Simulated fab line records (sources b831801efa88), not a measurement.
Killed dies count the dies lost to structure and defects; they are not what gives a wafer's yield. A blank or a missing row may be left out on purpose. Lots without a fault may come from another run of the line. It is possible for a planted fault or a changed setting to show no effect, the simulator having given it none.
fab line records	flow sky130
record lots=5	wafers=15	lastDay=49
route steps=708 shown VIA4@652 METAL5@661 PASSIVATION@681 PAD_OPEN@708
lots with no fault: from the same line, run without faults
startH: hours from the record's first day to the start of the lot's first wafer shown	waitH: hours since the lot's step before	" repeats the value in the row above	L1.1+2: a single row standing in for several wafers	- no value present, or no start provided	* or withheld: withheld	< > ~ a bound
route shown NAME@n: names a module that has steps shown in the file, with the first one's number in the route	usual: mean/standard deviation taken from wafers without a fault	same: alike in all rows	chamber/n: place in a boat	sites: each site's reading	_std_site: their standard deviation	_edge_site: the outer-site mean with the inner-site mean subtracted	radiusMm: for every site, how far away it sits from the centre of the wafer	mask NAME#n: copy n	behind: the tool/chamber that last shaped the wafer	hold: cause of the lot's hold/its duration in hours/its outcome	device: whichever transistor did not switch (one of n, p or np)	end of line: tests run on the same wafers once the route is complete	for a step that has no rows: nothing shown but its recipe	killed: not the wafer's yield, but the dies lost to structure and defects at the first sort	map: per-die view of a wafer (x killed, . not killed, _ where there is no die)
set.NAME: the setting that was run; set.NAME@STEP: the one run at that earlier step	model.NAME: the simulator's own value behind a step, which no gauge read
a table for each step, a row for each wafer; lots at some steps of the route
services: a tool's chamber out of use, with start hour (startH, from the record's first day; less than 0 if before it), hours out, and reason
## steps
# step SKY_VIA4_STRIP_13
# recipe chemistry=O2/N2	powerW=1400	pressureMtorr=1500	platenTempC=withheld	o2FlowSccm=3000	n2FlowSccm=300	overashFraction=0.5
# usual drypumpMotorCurrentA=5.50/0.27	oesProductAu=0.709/0.0046	stripTimeToEndpointS=12.80/0.03
lot.wafer	tool	chamber	startH	waitH	drypumpMotorCurrentA	oesProductAu	rfHoursCounterH	stripTimeToEndpointS
L212.1	plasmaAsher-01	1	1032.61	-	5.52	0.707	32	12.80
L212.3	"	0	"	"	5.57	0.713	-	12.82
L212.5	"	0	"	"	5.57	0.726	-	12.83
L213.1	plasmaAsher-03	1	1043.46	-	5.58	0.714	62	12.86
L213.3	"	0	"	"	5.54	0.707	-	12.82
L213.5	"	0	"	"	5.54	0.712	-	12.84
L217.1	plasmaAsher-01	0	1073.46	-	5.59	0.704	37	12.78
L217.2	"	1	"	"	5.53	0.708	37	12.81
L217.6	"	0	"	"	5.56	0.704	-	12.80
L221.1	plasmaAsher-03	1	1096.83	-	5.57	0.710	68	12.84
L221.3	"	0	"	"	5.54	0.701	-	12.80
L221.6	"	1	"	"	5.57	0.699	-	12.81
L223.1	plasmaAsher-03	1	1106.28	-	5.56	0.712	69	12.81
L223.2	"	0	"	"	5.57	0.707	69	12.81
L223.5	"	1	"	"	5.56	0.716	-	12.79
# step SKY_VIA4_STRIP_14
# recipe chemistry=postEtchResidueRemover	timeS=1200	tempC=72.5
# step SKY_VIA4_CLEAN_15
# recipe chemistry=IPA	timeS=180	tempC=25
# step SKY_VIA4_CLEAN_16
# recipe chemistry=O3/DIW	dry=n2Spin
# step SKY_VIA4_SPUTTER_17
# recipe material=TiN	targetThkNm=20	chamberPressurePa=5	powerW=4000	timeS=80
# step SKY_VIA4_CVD_18
# recipe material=W	targetThkNm=505	timeS=152.14	tempC=400	pressureTorr=40
# usual heaterPowerW=848/63
lot.wafer	tool	chamber	startH	waitH	heaterPowerW
L212.1	cvdW-02	1	1033.27	0.0	927
L212.3	"	0	"	"	748
L212.5	"	0	"	"	762
L213.1	cvdW-02	1	1044.12	0.0	919
L213.3	"	1	"	"	886
L213.5	"	1	"	"	906
L217.1	cvdW-02	0	1074.15	0.0	774
L217.2	"	1	"	"	898
L217.6	"	1	"	"	916
L221.1	cvdW-01	0	1097.49	0.0	834
L221.3	"	0	"	"	821
L221.6	"	0	"	"	825
L223.1	cvdW-01	0	1106.94	0.0	823
L223.2	"	1	"	"	881
L223.5	"	1	"	"	902
# step SKY_VIA4_RS_MEAS_19
# recipe thkMeasGauge=four-point-probe	reads=W_of_VIA4_CVD_18+TiN_of_VIA4_SPUTTER_17
# usual VIA4_W_RS=0.225/0.0044
lot.wafer	tool	chamber	startH	waitH	VIA4_W_RS[ohm/sq]
L212.1	filmMetro-03	-	1033.42	0.1	0.231
L212.3	"	-	"	"	0.229
L212.5	"	-	"	"	0.227
L213.1	filmMetro-01	-	1044.42	0.3	0.230
L213.3	"	-	"	"	0.227
L213.5	"	-	"	"	0.230
L217.1	filmMetro-03	-	1074.30	0.1	0.227
L217.2	"	-	"	"	0.230
L217.6	"	-	"	"	0.230
L221.1	filmMetro-01	-	1097.64	0.1	0.218
L221.3	"	-	"	"	0.219
L221.6	"	-	"	"	0.217
L223.1	filmMetro-02	-	1107.09	0.1	0.219
L223.2	"	-	"	"	0.223
L223.5	"	-	"	"	0.224
# step SKY_VIA4_THK_MEAS_20
# recipe thkMeasGauge=xrf	reads=W_of_VIA4_CVD_18
# usual VIA4_W_THK=497/9.5
lot.wafer	tool	chamber	startH	waitH	VIA4_W_THK[nm]
L212.1	filmMetro-03	-	1033.54	0.1	490
L212.3	"	-	"	"	494
L212.5	"	-	"	"	497
L213.1	filmMetro-01	-	1044.54	0.1	493
L213.3	"	-	"	"	497
L213.5	"	-	"	"	493
L217.1	filmMetro-03	-	1074.42	0.1	494
L217.2	"	-	"	"	490
L217.6	"	-	"	"	490
L221.1	filmMetro-01	-	1097.76	0.1	521
L221.3	"	-	"	"	516
L221.6	"	-	"	"	518
L223.1	filmMetro-02	-	1107.21	0.1	509
L223.2	"	-	"	"	499
L223.5	"	-	"	"	496
# step SKY_VIA4_CMP_21
# recipe stopOn=SiO2	tOverpolishS=25	downForcePsi=3.5	platenRpm=60	targetThkNm=0	padVelocityMS=0.94248
# usual motorCurrentA=11.1/0.8	overpolishRunS=24.999/0.009	timeToEndpointS=122/4.3
lot.wafer	tool	chamber	startH	waitH	motorCurrentA	overpolishRunS	timeToEndpointS
L212.3	cmp-02	3	1033.65	0.1	12.5	25.000	115
L212.1	"	0	"	"	12.6	24.999	119
L212.5	"	2	"	"	10.6	25.001	119
L213.3	cmp-01	3	1044.84	0.3	11.6	25.006	126
L213.1	"	2	"	"	10.4	25.000	128
L213.5	"	3	"	"	11.0	24.988	121
L217.2	cmp-02	2	1074.53	0.1	11.3	25.003	118
L217.1	"	3	"	"	12.0	24.994	122
L217.6	"	1	"	"	10.8	24.986	116
L221.1	cmp-01	0	1097.87	0.1	10.5	24.991	125
L221.3	"	1	"	"	11.7	25.000	129
L221.6	"	0	"	"	9.8	24.986	128
L223.2	cmp-01	1	1107.32	0.1	11.1	25.000	122
L223.1	"	2	"	"	10.3	25.003	123
L223.5	"	0	"	"	10.1	25.001	119
# step SKY_METAL5_SPUTTER_00
# recipe material=Ti	targetThkNm=15	powerW=3000	timeS=10	chamberPressurePa=0.4
# step SKY_METAL5_SPUTTER_01
# recipe material=TiN	targetThkNm=20	powerW=6500	timeS=16.7	chamberPressurePa=0.4
# step SKY_METAL5_SPUTTER_02
# recipe material=AlCu	targetThkNm=1150	powerW=10600	timeS=61.2	chamberPressurePa=0.4
# step SKY_METAL5_SPUTTER_03
# recipe material=Ti	targetThkNm=5	powerW=3000	timeS=3.3	chamberPressurePa=0.4
# usual cathodeDcPowerW=2999.9/0.5	throttleValvePct=30.2/0.87
lot.wafer	tool	chamber	startH	waitH	cathodeDcPowerW	throttleValvePct
L212.1	pvdSputter-01	-	1034.00	0.0	2999.3	30.7
L212.3	"	-	"	"	3000.3	29.8
L212.5	"	-	"	"	2999.4	29.9
L213.1	pvdSputter-04	-	1045.23	0.0	2999.5	29.1
L213.3	"	-	"	"	2998.8	30.0
L213.5	"	-	"	"	2999.4	29.2
L217.1	pvdSputter-04	-	1074.88	0.0	3000.0	30.6
L217.2	"	-	"	"	2999.6	30.5
L217.6	"	-	"	"	2999.8	29.3
L221.1	pvdSputter-04	-	1098.22	0.0	3001.3	30.7
L221.3	"	-	"	"	3000.0	29.8
L221.6	"	-	"	"	2999.6	29.4
L223.1	pvdSputter-04	-	1107.67	0.0	2999.6	30.0
L223.2	"	-	"	"	3000.4	30.7
L223.5	"	-	"	"	3000.5	29.4
# step SKY_METAL5_SPUTTER_04
# recipe material=TiN	targetThkNm=70	powerW=6500	timeS=58.3	chamberPressurePa=0.4
# usual cathodeDcPowerW=6500.0/1.3	throttleValvePct=30.2/0.85
lot.wafer	tool	chamber	startH	waitH	cathodeDcPowerW	throttleValvePct
L212.1	pvdSputter-01	-	1034.01	0.0	6501.1	30.9
L212.3	"	-	"	"	6501.9	29.9
L212.5	"	-	"	"	6501.9	29.8
L213.1	pvdSputter-04	-	1045.25	0.0	6498.7	29.5
L213.3	"	-	"	"	6499.5	30.2
L213.5	"	-	"	"	6499.6	29.2
L217.1	pvdSputter-04	-	1074.90	0.0	6499.5	30.7
L217.2	"	-	"	"	6501.3	30.1
L217.6	"	-	"	"	6499.8	29.5
L221.1	pvdSputter-04	-	1098.24	0.0	6500.7	30.9
L221.3	"	-	"	"	6501.3	30.0
L221.6	"	-	"	"	6501.6	29.6
L223.1	pvdSputter-04	-	1107.68	0.0	6502.5	30.1
L223.2	"	-	"	"	6500.1	30.9
L223.5	"	-	"	"	6500.4	29.1
# step SKY_METAL5_RS_MEAS_05
# recipe thkMeasGauge=four-point-probe	reads=TiN_of_METAL5_SPUTTER_04+Ti_of_METAL5_SPUTTER_03+AlCu_of_METAL5_SPUTTER_02+TiN_of_METAL5_SPUTTER_01+Ti_of_METAL5_SPUTTER_00
# usual METAL5_ALCU_RS=0.027/0.00024
lot.wafer	tool	chamber	startH	waitH	METAL5_ALCU_RS[ohm/sq]
L212.1	filmMetro-03	-	1034.06	0.0	0.02687
L212.3	"	-	"	"	0.02695
L212.5	"	-	"	"	0.02699
L213.1	filmMetro-02	-	1045.30	0.0	0.02681
L213.3	"	-	"	"	0.02685
L213.5	"	-	"	"	0.0269
L217.1	filmMetro-04	-	1074.95	0.0	0.02685
L217.2	"	-	"	"	0.02684
L217.6	"	-	"	"	0.02695
L221.1	filmMetro-02	-	1098.29	0.0	0.02684
L221.3	"	-	"	"	0.02673
L221.6	"	-	"	"	0.0271
L223.1	filmMetro-02	-	1107.73	0.0	0.02675
L223.2	"	-	"	"	0.02698
L223.5	"	-	"	"	0.02707
# step SKY_METAL5_THK_MEAS_06
# recipe thkMeasGauge=xrf	reads=AlCu_of_METAL5_SPUTTER_02
# usual METAL5_ALCU_THK=1151/11
lot.wafer	tool	chamber	startH	waitH	METAL5_ALCU_THK[nm]
L212.1	filmMetro-03	-	1034.18	0.1	1162
L212.3	"	-	"	"	1162
L212.5	"	-	"	"	1164
L213.1	filmMetro-02	-	1045.42	0.1	1162
L213.3	"	-	"	"	1156
L213.5	"	-	"	"	1152
L217.1	filmMetro-04	-	1075.07	0.1	1156
L217.2	"	-	"	"	1159
L217.6	"	-	"	"	1154
L221.1	filmMetro-02	-	1098.41	0.1	1154
L221.3	"	-	"	"	1156
L221.6	"	-	"	"	1145
L223.1	filmMetro-02	-	1107.85	0.1	1159
L223.2	"	-	"	"	1153
L223.5	"	-	"	"	1137
# step SKY_METAL5_DEHYDRATE_07
# recipe tempC=200	timeS=60
# step SKY_METAL5_HMDS_08
# recipe primeTimeS=60	primeTempC=120
# step SKY_METAL5_COAT_09
# recipe resist=NOVOLAK	spinRpm=3000	resistThkNm=1800
# step SKY_METAL5_SOFTBAKE_10
# recipe tempC=90	timeS=60	resist=NOVOLAK
# step SKY_METAL5_EXPOSE_11
# recipe maskId=MM5	na=0.6	sourceShape=conventional	sigmaOuter=0.6	polarization=unpolarized	targetCdNm=1600	doseMj=190
# step SKY_METAL5_PEB_12
# recipe tempC=withheld	timeS=*	resist=NOVOLAK
# step SKY_METAL5_DEVELOP_13
# recipe resist=NOVOLAK	developer=TMAH	developTimeS=60	devTempC=23
# step SKY_METAL5_DESCUM_14
# recipe chemistry=O2	sourcePowerW=150	biasPowerW=0	pressureMtorr=10	tempC=40	timeS=11
# step SKY_METAL5_METAL_ETCH_15
# recipe targetDepthA=12600	stopOn=SiO2	overEtchFrac=0.2	timeS=252	chemistry=Cl2/BCl3	resistSidewallDeg=86	pressureMtorr=10	icpW=900	biasW=48.5	Cl2_flow_sccm=60	bcl3FlowSccm=30
# step SKY_METAL5_STRIP_16
# recipe chemistry=O2/N2	powerW=1400	pressureMtorr=1500	platenTempC=withheld	o2FlowSccm=3000	n2FlowSccm=300	overashFraction=0.5
# usual drypumpMotorCurrentA=5.5/0.35	oesProductAu=0.711/0.0045	stripTimeToEndpointS=13.06/0.099
lot.wafer	tool	chamber	startH	waitH	drypumpMotorCurrentA	oesProductAu	rfHoursCounterH	stripTimeToEndpointS
L212.1	plasmaAsher-01	0	1056.69	0.2	5.6	0.715	34	13.18
L212.3	"	0	"	"	5.6	0.710	-	13.11
L212.5	"	0	"	"	5.6	0.706	-	13.15
L213.1	plasmaAsher-01	0	1068.37	0.2	5.6	0.718	36	13.04
L213.3	"	1	"	"	5.5	0.706	-	13.13
L213.5	"	1	"	"	5.5	0.704	-	12.97
L217.1	plasmaAsher-01	1	1095.85	0.2	5.5	0.716	39	12.91
L217.2	"	0	"	"	5.6	0.707	39	12.97
L217.6	"	1	"	"	5.6	0.709	-	13.06
L221.1	plasmaAsher-04	1	1118.85	0.2	5.3	0.709	95	12.96
L221.3	"	0	"	"	5.9	0.704	-	12.97
L221.6	"	0	"	"	5.8	0.711	-	12.99
L223.1	plasmaAsher-01	1	1128.01	0.4	5.5	0.707	43	13.02
L223.2	"	0	"	"	5.5	0.716	43	13.00
L223.5	"	0	"	"	5.6	0.708	-	12.99
# step SKY_METAL5_STRIP_17
# recipe chemistry=postEtchResidueRemover	timeS=1200	tempC=72.5
# step SKY_METAL5_CLEAN_18
# recipe chemistry=IPA	timeS=180	tempC=25
# step SKY_METAL5_CLEAN_19
# recipe chemistry=O3/DIW	dry=n2Spin
# step SKY_PASSIVATION_CVD_00
# recipe material=SiO2	targetThkNm=90	tempC=400	timeS=withheld	rfW=600
# step SKY_PASSIVATION_THK_MEAS_01
# recipe reads=SiO2_of_PASSIVATION_CVD_00
# usual PASSIVATION_CVD_00_THK=90.3/1.1
lot.wafer	tool	chamber	startH	waitH	PASSIVATION_CVD_00_THK[nm]
L212.1	filmMetro-04	-	1057.31	-	88.5
L212.3	"	-	"	"	89.1
L212.5	"	-	"	"	90.4
L213.1	filmMetro-04	-	1068.99	-	90.6
L213.3	"	-	"	"	91.0
L213.5	"	-	"	"	92.4
L217.1	filmMetro-03	-	1096.50	-	88.9
L217.2	"	-	"	"	88.9
L217.6	"	-	"	"	90.0
L221.1	filmMetro-04	-	1119.51	-	91.1
L221.3	"	-	"	"	91.0
L221.6	"	-	"	"	92.2
L223.1	filmMetro-03	-	1129.05	-	89.6
L223.2	"	-	"	"	89.4
L223.5	"	-	"	"	90.3
# step SKY_PASSIVATION_CVD_02
# recipe material=Si3N4	targetThkNm=540	tempC=400	timeS=withheld	rfW=450
# step SKY_PASSIVATION_THK_MEAS_03
# recipe reads=Si3N4_of_PASSIVATION_CVD_02
# usual PASSIVATION_CVD_02_THK=542/6.7
lot.wafer	tool	chamber	startH	waitH	PASSIVATION_CVD_02_THK[nm]
L212.1	filmMetro-03	-	1057.59	-	549
L212.3	"	-	"	"	536
L212.5	"	-	"	"	548
L213.1	filmMetro-01	-	1069.27	-	541
L213.3	"	-	"	"	544
L213.5	"	-	"	"	554
L217.1	filmMetro-03	-	1096.79	-	533
L217.2	"	-	"	"	544
L217.6	"	-	"	"	540
L221.1	filmMetro-01	-	1119.79	-	538
L221.3	"	-	"	"	542
L221.6	"	-	"	"	550
L223.1	filmMetro-04	-	1129.34	-	538
L223.2	"	-	"	"	544
L223.5	"	-	"	"	546
# step SKY_PASSIVATION_DEHYDRATE_04
# recipe tempC=200	timeS=60
# step SKY_PASSIVATION_HMDS_05
# recipe primeTimeS=60	primeTempC=120
# step SKY_PASSIVATION_COAT_06
# recipe spinRpm=2000	resistThkNm=3000
# step SKY_PASSIVATION_SOFTBAKE_07
# recipe tempC=110	timeS=withheld
# step SKY_PASSIVATION_EXPOSE_08
# recipe maskId=NSM	targetCdNm=3000	na=0.57	doseMj=260
# step SKY_PASSIVATION_PEB_09
# recipe tempC=115	timeS=withheld
# step SKY_PASSIVATION_DEVELOP_10
# recipe developTimeS=60	devTempC=23
# step SKY_PASSIVATION_ETCH_11
# recipe chemistry=CF4/O2	targetDepthNm=725	stopOn=AlCu	sourceW=800	biasW=150	pressureMtorr=150	cf4FlowSccm=80	O2_flow_sccm=10	timeS=161.1
# step SKY_PASSIVATION_STRIP_12
# recipe chemistry=O2/N2	powerW=1400	pressureMtorr=1500	platenTempC=withheld	overashFraction=0.7	o2FlowSccm=3000	n2FlowSccm=300
# step SKY_PAD_OPEN_PROBE_99
# usual defectLimitedYield=82.5/2	killed_at_M0_to_M3=44/7	killed_at_M4_up=3.0/1.7	killedAtContacts=24/5.2	killedAtFrontEnd=15/4.8	killedAtOther=0.2/0.56	killedDies=86/9.7	killedOpen=47/7.1	killedShort=39/6.3	sort_bin_3_pad_short=0.9/0.4	sort_bin_5_function=10.3/1.6	sort_bin_6_memory=6.3/1.2	sortNPass=406/9.7	sortYieldPct=82.5/2
# same grossDies=492	killedAtBackSide=0	sort_bin_4_leakage[%]=0	sort_bin_8_speed[%]=0
lot.wafer	tool	chamber	startH	waitH	defectLimitedYield[%]	killed_at_M0_to_M3	killed_at_M4_up	killedAtContacts	killedAtFrontEnd	killedAtOther	killedDies	killedOpen	killedShort	sort_bin_3_pad_short[%]	sort_bin_5_function[%]	sort_bin_6_memory[%]	sortNPass	sortYieldPct[%]	model.etest.tester.sortNPass	model.etest.tester.sortYieldPct	model.etest.tester.sort_bin_5_pct	model.etest.tester.sort_bin_3_pct
L213.1	prober-01	-	1112.04	0.1	78.3	41	8	34	24	0	107	53	51	1.0	11.6	9.1	385	78.3	385	78.25	11.59	1.016
L213.3	prober-01	-	1112.14	0.2	81.1	42	5	32	14	0	93	50	43	1.2	10.6	7.1	399	81.1	399	81.1	10.57	1.22
L213.5	prober-01	-	1112.24	0.2	82.3	32	2	28	25	0	87	57	30	0.4	11.4	5.9	405	82.3	405	82.32	11.38	0.4065
L217.1	prober-01	-	1139.41	0.1	80.5	38	4	32	22	0	96	54	42	0.8	12.2	6.5	396	80.5	396	80.49	12.2	0.813
L217.6	prober-01	-	1139.66	0.2	81.5	41	2	27	21	0	91	51	40	0.8	12.0	5.7	401	81.5	401	81.5	11.99	0.813
L221.1	prober-01	-	1159.54	0.1	83.1	34	6	22	21	0	83	51	31	0.8	8.3	7.7	409	83.1	409	83.13	8.333	0.813
L221.3	prober-01	-	1159.64	0.2	79.7	49	1	28	22	0	100	55	45	0.4	12.6	7.3	392	79.7	392	79.67	12.6	0.4065
L221.6	prober-01	-	1159.79	0.2	80.9	51	7	23	12	1	94	48	46	1.2	12.2	5.7	398	80.9	398	80.89	12.2	1.22
L223.1	prober-02	-	1168.15	0.1	69.1	52	63	24	12	1	152	50	40	4.9	16.9	9.1	340	69.1	340	69.11	16.87	4.878
L223.2	prober-02	-	1168.20	0.1	82.5	38	3	25	20	0	86	46	40	0.6	9.6	7.3	406	82.5	406	82.52	9.553	0.6098
L223.5	prober-02	-	1168.35	0.2	81.5	45	2	25	18	1	91	51	40	0.8	11.4	6.3	401	81.5	401	81.5	11.38	0.813
# killed by level:class
L213.1 CONTACT:geometricParticle:short=10 CONTACT:geometricParticle:open=10 LI_CONTACT:geometricParticle:open=9 METAL2:geometricParticle:short=9 VIA1:geometricParticle:open=8 FIELD_ISO:geometricParticle:open=7 POLY_GATE:geometricParticle:short=7 VIA2:geometricParticle:open=6
L213.3 VIA1:geometricParticle:open=11 LI_CONTACT:geometricParticle:open=9 CONTACT:geometricParticle:open=9 VIA3:geometricParticle:open=9 FIELD_ISO:geometricParticle:short=6 METAL3:geometricParticle:short=6 CONTACT:geometricParticle:short=5 METAL1:geometricParticle:short=5
L213.5 CONTACT:geometricParticle:open=12 LI_CONTACT:geometricParticle:open=9 VIA1:geometricParticle:open=9 VIA2:geometricParticle:open=8 FIELD_ISO:geometricParticle:open=7 FIELD_ISO:geometricParticle:short=6 VIA3:geometricParticle:open=4 POLY_GATE:geometricParticle:open=4
L217.1 VIA1:geometricParticle:open=13 CONTACT:geometricParticle:open=12 METAL2:geometricParticle:short=9 FIELD_ISO:geometricParticle:open=7 CONTACT:geometricParticle:short=6 LI_CONTACT:geometricParticle:open=5 FIELD_ISO:geometricParticle:short=4 POLY_GATE:geometricParticle:short=4
L217.6 VIA1:geometricParticle:open=11 POLY_GATE:geometricParticle:open=8 CONTACT:geometricParticle:short=8 CONTACT:geometricParticle:open=8 LI_CONTACT:geometricParticle:open=6 VIA2:geometricParticle:open=6 FIELD_ISO:geometricParticle:open=5 VIA3:geometricParticle:open=5
L221.1 CONTACT:geometricParticle:open=8 POLY_GATE:geometricParticle:open=7 LI_CONTACT:geometricParticle:open=6 VIA1:geometricParticle:short=6 VIA1:geometricParticle:open=6 FIELD_ISO:geometricParticle:open=5 VIA3:geometricParticle:open=5 VIA2:geometricParticle:open=5
L221.3 VIA1:geometricParticle:open=12 LI_CONTACT:geometricParticle:open=10 CONTACT:geometricParticle:open=8 POLY_GATE:geometricParticle:short=8 VIA1:geometricParticle:short=8 FIELD_ISO:geometricParticle:open=7 POLY_GATE:geometricParticle:open=6 VIA2:geometricParticle:open=6
L221.6 VIA1:geometricParticle:open=10 LI_CONTACT:geometricParticle:open=9 METAL4:geometricParticle:short=7 VIA3:geometricParticle:open=7 VIA2:geometricParticle:open=7 CONTACT:geometricParticle:open=7 FIELD_ISO:geometricParticle:short=6 METAL1:geometricParticle:short=6
L223.1 METAL5:unspecified=61 VIA1:geometricParticle:open=11 METAL1:geometricParticle:short=9 LI_CONTACT:geometricParticle:open=9 VIA1:geometricParticle:short=7 VIA3:geometricParticle:open=7 CONTACT:geometricParticle:open=6 METAL2:geometricParticle:short=6
L223.2 CONTACT:geometricParticle:open=11 VIA1:geometricParticle:open=10 POLY_GATE:geometricParticle:short=7 LI_CONTACT:geometricParticle:open=6 VIA2:geometricParticle:short=5 VIA3:geometricParticle:open=5 FIELD_ISO:geometricParticle:open=4 LOCAL_INTERCONNECT:geometricParticle:short=4
L223.5 CONTACT:geometricParticle:open=10 VIA1:geometricParticle:open=9 FIELD_ISO:geometricParticle:short=8 VIA3:geometricParticle:open=7 VIA2:geometricParticle:open=6 LI_CONTACT:geometricParticle:open=5 METAL1:geometricParticle:short=5 VIA2:geometricParticle:short=5
# map L223.1 (x killed, . not)
__________..x.x....._________
________xxx.........x._______
______xxxxxxx.x.x...x..._____
_____xxxxxxxx..x..xx.....____
____xxxxxxxxxxx...x...xx.x___
___..xxxxxxxxx.............__
__x.xxxxxxxxxxx......x..x.x._
_x.xxxxxxxxxxxx....xx.....x..
_x.x...xxx....x.x..........x.
_..xx..x......x.........x...x
_......x...........x..x..x...
_..x...........x........x..x.
_.x....x.x.x..x...xx......x..
_.x..x...........x...x.x..x..
_x.....x...x...xx.x..x.x.....
__..x...xx......x....x......_
___..x.xx.......x........x.__
____.x...x....x.....x.....___
_____xx....xx....x.x.....____
______........x......x.._____
________x......x......_______
__________...x...x.._________
# map L217.1 (x killed, . not)
__________.........._________
________x....x.xxx..xx_______
______x............x...._____
_____xxx.....x..x.xx....x____
____..x............xx.x...___
___x...x....x..x....x......__
__xx.........xx....x.....x.._
_......xx....x......x..x.....
_....x.......x..xxx....x.....
_.......x..xx...x........x.x.
_...................x........
_..x......x.x......x.........
_......xx....xx.x...x........
_.......x..................x.
_x...x..x.x.x.......x.....x..
__..x..x..xxx.......x..x..x._
___......x...xx...........x__
____........x...x.........___
_____........xx..x..x.x..____
______x..............x.._____
________..x.x........._______
__________...x..xxx._________
## services
tool	chamber	startH	hours	kind
cmp-02	-	1041.12	4.7	pm
cvdW-02	0	1043.97	16.5	repair
pvdSputter-04	-	1049.80	10.7	repair
plasmaAsher-04	-	1064.37	37.5	pm
pvdSputter-04	-	1066.53	0.6	repair
cvdW-02	-	1079.34	0.2	repair
cmp-01	-	1084.11	4.0	pm
cmp-01	-	1088.11	-	consumableReplace:conditioner
cmp-01	-	1088.11	-	consumableReplace:pad
cmp-02	-	1096.43	2.5	repair
cvdW-02	1	1121.24	4.9	repair
pvdSputter-04	-	1122.99	1.6	repair
## key
firstSign step=SKY_PAD_OPEN_PROBE_99	reading=killed_at_M4_up	direction=up	sigmas=34	usual=3.0	struck=63
effect step=SKY_PAD_OPEN_PROBE_99	reading=sort_bin_3_pad_short	direction=up	sigmas=10	usual=0.9	struck=4.9
modelEffect step=SKY_PAD_OPEN_PROBE_99	value=etest.tester.sortNPass	without=398	struck=340
metAt SKY_METAL5_SPUTTER_03
struckWafers L223.1
onsetBetween 1098.22 1107.67
fault kind=chamberParticleSource	tool=pvdSputter-04	chamber=-	onsetH=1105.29	steps=SKY_METAL5_SPUTTER_03	ratePerVisitCm2=1.7935	endH=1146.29	scope=struckWafersOnly
